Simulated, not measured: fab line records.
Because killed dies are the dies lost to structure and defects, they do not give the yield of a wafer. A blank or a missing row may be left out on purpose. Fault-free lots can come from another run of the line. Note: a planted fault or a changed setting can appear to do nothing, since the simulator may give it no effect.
What tool caused it? / flow gf180mcu / 6 lots with 18 wafers sampled at 2 steps, on a route of 602 steps

## WHAT EACH GAUGE READ, for each wafer
GF_STI_THK_MEAS_04.
lot=L394; measured=day 2 02:09; on=film_metro-03; STI_CVD_03_THK (nm)=212.3 211.2 209.5
lot=L397; measured=day 2 17:49; on=film_metro-01; STI_CVD_03_THK (nm)=206.4 208.1 207.5
lot=L399; measured=day 3 07:33; on=film_metro-04; STI_CVD_03_THK (nm)=205.6 204.3 204.0
lot=L401; measured=day 3 12:02; on=film_metro-03; STI_CVD_03_THK (nm)=207.8 207.0 206.3
lot=L411; measured=day 5 14:54; on=film_metro-04; STI_CVD_03_THK (nm)=256.8 256.6 256.9
lot=L414; measured=day 6 05:17; on=film_metro-04; STI_CVD_03_THK (nm)=208.5 206.9 208.5

## WHAT TOOL EACH LOT RAN ON (gives the tool, then ch and the chambers of the sampled wafers, and finally the start)
lot=L394; GF_STI_CVD_03=lpcvd-02 ch 1, day 2 00:10
lot=L397; GF_STI_CVD_03=lpcvd-02 ch 0, day 2 15:49
lot=L399; GF_STI_CVD_03=lpcvd-01 ch 0, day 3 05:33
lot=L401; GF_STI_CVD_03=lpcvd-01 ch 0, day 3 10:00
lot=L411; GF_STI_CVD_03=lpcvd-01 ch 0, day 5 11:55
lot=L414; GF_STI_CVD_03=lpcvd-02 ch 1, day 6 02:18
- GF_STI_CVD_03: deposits Si3N4 from DCS/NH3, target thk 207.16 nm, time 3551 s.

## THE ANSWER, worked out from the rows above alone
Rule: what is usual is taken from the lots themselves. The widest of any qualifying gaps counts: lots, ordered by their means at a reading, are off when they make up no more than a third of the lots, leave a main group of 4 or more, and stand apart from it by 3 or more times the standard deviation of that group's means. The tables above print the reading to a certain number of digits; a main group whose means all agree to those digits is not used. A lot without any number at a reading at which 4 lots or more have one is off too. The other lots that the step has rows for count as sound.
Off: L411, at GF_STI_THK_MEAS_04 (STI_CVD_03_THK). The main group: mean 207.6 nm, standard deviation 2.
A tool fits if, at a process step before that reading, it ran every lot that is off, and no sound lot after the first of them. The gauges at GF_STI_THK_MEAS_04 are tried like those tools. One fits: GF_STI_CVD_03 on lpcvd-01. Its last sound lot is L401 (day 3 10:00), its first lot that is off L411 (day 5 11:55): a fault that began between those two fits.

## WHAT THE SIMULATOR HAD PUT IN
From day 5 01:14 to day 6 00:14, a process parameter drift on lpcvd-01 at GF_STI_CVD_03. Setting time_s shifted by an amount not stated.
Struck lots among those shown: L411. The rule above reached the same finding.
